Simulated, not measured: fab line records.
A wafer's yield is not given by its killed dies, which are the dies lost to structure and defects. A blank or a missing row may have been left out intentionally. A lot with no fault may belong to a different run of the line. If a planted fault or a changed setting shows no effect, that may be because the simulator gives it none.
A struck lot beside a sound one | flow gf180mcu | 14 steps out of a route of 602
Sound: wafers L695.1, L695.3, L695.6. Wafers struck: L705.1, L705.4, L705.5. Last of all comes the cause.
Order at every step that has rows: each side's tool, ch and its chambers, its first start. Under that, the readings that differ: sound wafers | struck wafers | difference of the means | sigmas: that difference in standard deviations of wafers without a fault.
alike: a reading whose means differ by less than 2 such deviations, as well as words and numbers matching on both sides. not compared: withheld readings; readings where some wafer has no value; bounds like >300 that might hide an equal value; numbers whose values overlap and for which the record gives no deviation.
Wherever a step has rows on one side only, a row that says differs or no value, or a row with sigmas, the two part there. Numbers that don't overlap but have no deviation are shown without sigmas and don't part them. A reading that every wafer of one side lacks parts them only if that side has two wafers or more.

first, 1 step without rows for these wafers: GF_DUAL_GATE_WET_ETCH_12 (etches SiO2 in dHF, target depth 13 nm, time 260 s).
GF_DUAL_GATE_STRIP_13: strips in O2/N2.
  sound on plasma-asher-02 ch 0,1, day 9 17:38; struck on plasma-asher-02 ch 1, day 12 06:29
  reading                      | sound             | struck            | difference | sigmas
  strip-time-to-endpoint-s (s) | 12.60 12.60 12.58 | 12.67 12.71 12.71 | +0.10      | +3
  alike: drypump-motor-current-A, heater-power-w, o2-flow-sccm, oes-product-au
  not compared: rf-hours-counter-h
then, 3 steps without rows for these wafers: GF_DUAL_GATE_CLEAN_14 (cleans in SC1/SC2, time 150 s); GF_DUAL_GATE_OXIDATION_15 (stabilise 600 s, purge 300 s, target thk 7.098 nm); GF_POLY_GATE_CVD_00 (deposits poly-Si, target thk 200 nm, time 1200 s).
GF_POLY_GATE_THK_MEAS_01:
  sound on film-metro-04 at day 9 20:41; struck on film-metro-01 at day 12 09:32
  reading                   | sound             | struck            | difference | sigmas
  POLY_GATE_CVD_00_THK (nm) | 202.4 202.6 203.5 | 198.0 200.9 198.5 | -3.7       | -2
then, 6 steps without rows for these wafers: GF_POLY_GATE_DEHYDRATE_02 (time 60 s); GF_POLY_GATE_HMDS_03 (prime time 60 s); GF_POLY_GATE_COAT_04; GF_POLY_GATE_COAT_05 (resist thk 700 nm); GF_POLY_GATE_SOFTBAKE_06 (time 60 s); GF_POLY_GATE_EXPOSE_07 (exposes mask Poly2, target cd 280 nm).
GF_POLY_GATE_PEB_08: peb time 90 s.
  sound on litho-track-02 ch 0, day 10 15:06; struck on litho-track-02, day 13 05:18
  no value came back on the struck wafers for chill-plate-temp-C (C), exhaust-pa (Pa), heater-power-total-W (W), plate-temp-C (C); on the sound wafers chill-plate-temp-C (C) reads 22.96 22.97 23.17
then, 1 step without rows for these wafers: GF_POLY_GATE_DEVELOP_09 (develop time 60 s).

== WHERE THEY PART ==
Last at GF_POLY_GATE_PEB_08 as far as this record goes, first at GF_DUAL_GATE_STRIP_13.

WHY: the cause the simulator had injected
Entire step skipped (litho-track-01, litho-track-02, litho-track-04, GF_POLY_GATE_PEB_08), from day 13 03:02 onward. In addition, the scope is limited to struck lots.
